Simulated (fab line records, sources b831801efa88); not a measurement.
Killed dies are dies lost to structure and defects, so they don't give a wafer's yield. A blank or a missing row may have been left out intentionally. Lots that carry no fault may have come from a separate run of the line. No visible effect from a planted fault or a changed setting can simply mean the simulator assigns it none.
2 desks, one fault | flow gf180mcu | each desk holds nothing but its own numbers, with what lay behind them at the end

== FROM THE METROLOGY DESK ==
What the gauges read for every lot (on any tool): the sampled wafers with a number, averaged. The brackets show how far a lot's mean lies from the usual mean; more than 4 standard deviations puts the lot out of limits, marked OUT.
Columns: A = NSD_OVL at GF_NSD_OVL_MEAS_08, usual -0.9 nm; B = CONTACT_W_RS at GF_CONTACT_RS_MEAS_25, usual 0.380 ohm/sq; C = CONTACT_W_THK at GF_CONTACT_THK_MEAS_26, usual 300 nm; D = M1_ALCU_THK at GF_M1_THK_MEAS_06, usual 447 nm
lot  | first seen here | A    | B               | C             | D
L762 | day 13 07:07    | -0.4 | 0.377           | 304           | 449
L765 | day 14 14:04    | 0.4  | 0.378           | 303           | 440
L767 | day 15 06:26    | -1.4 | 0.384           | 297           | 454
L768 | day 15 11:29    | 0.3  | 0.382           | 297           | 447
L769 | day 15 19:01    | -0.8 | 0.381           | 299           | 439
L770 | day 16 06:46    | -1.5 | 0.380           | 299           | 445
L772 | day 16 20:01    | -1.4 | 0.383           | 297           | 434
L775 | day 17 18:22    | -0.7 | 0.589 (+51) OUT | 222 (-22) OUT | 446
L780 | day 19 17:05    | -1.8 | 0.384           | 298           | 448
L782 | day 20 08:49    | 1.0  | 0.374           | 309           | 452
L784 | day 21 01:58    | -2.2 | 0.375           | 303           | 444
L785 | day 21 08:05    | -0.6 | 0.374           | 302           | 446
Finding of this desk: L775 out of limits, first seen on L775 at day 20 22:14 (CONTACT_W_RS at GF_CONTACT_RS_MEAS_25). L762, L765, L767, L768, L769, L770, L772, L780, L782, L784, L785: within limits.

== THE TOOL OWNER'S DESK: cvdW-02 ==
The tool's own readings at GF_CONTACT_CVD_24 (deposits W, target thk 300 nm, time 90.339 s): means of the sampled wafers that have a number, for each lot that ran on this tool. The brackets show how far a lot's mean lies from the usual mean; more than 4 standard deviations puts the lot out of limits, marked OUT.
Columns: A = heaterPowerW at GF_CONTACT_CVD_24, usual 866 W
lot  | first seen here | A
L765 | day 17 11:06    | 883
L767 | day 18 06:26    | 862
L768 | day 18 10:47    | 905
L769 | day 18 18:53    | 841
L775 | day 20 22:08    | 876
L782 | day 23 11:35    | 836
L784 | day 24 03:22    | 877
L785 | day 24 08:22    | 884
This desk found nothing out of limits on any of the 8 lots.

== ALL TOGETHER ==
At day 20 22:14 the metrology desk could have sounded an alarm, on L775.
The tool owner's desk saw nothing out of limits.
On record at the tool owner's desk: L775, within its limits.
The lots listed all ran GF_CONTACT_CVD_24 on cvdW-02.

== WHAT THE SIMULATOR HAD PUT IN ==
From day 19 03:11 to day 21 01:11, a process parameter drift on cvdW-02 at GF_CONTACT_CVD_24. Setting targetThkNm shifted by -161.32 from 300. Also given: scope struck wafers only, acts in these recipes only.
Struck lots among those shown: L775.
Delay in hours, fault start to first out-of-limits reading, per desk: metrology desk 43.
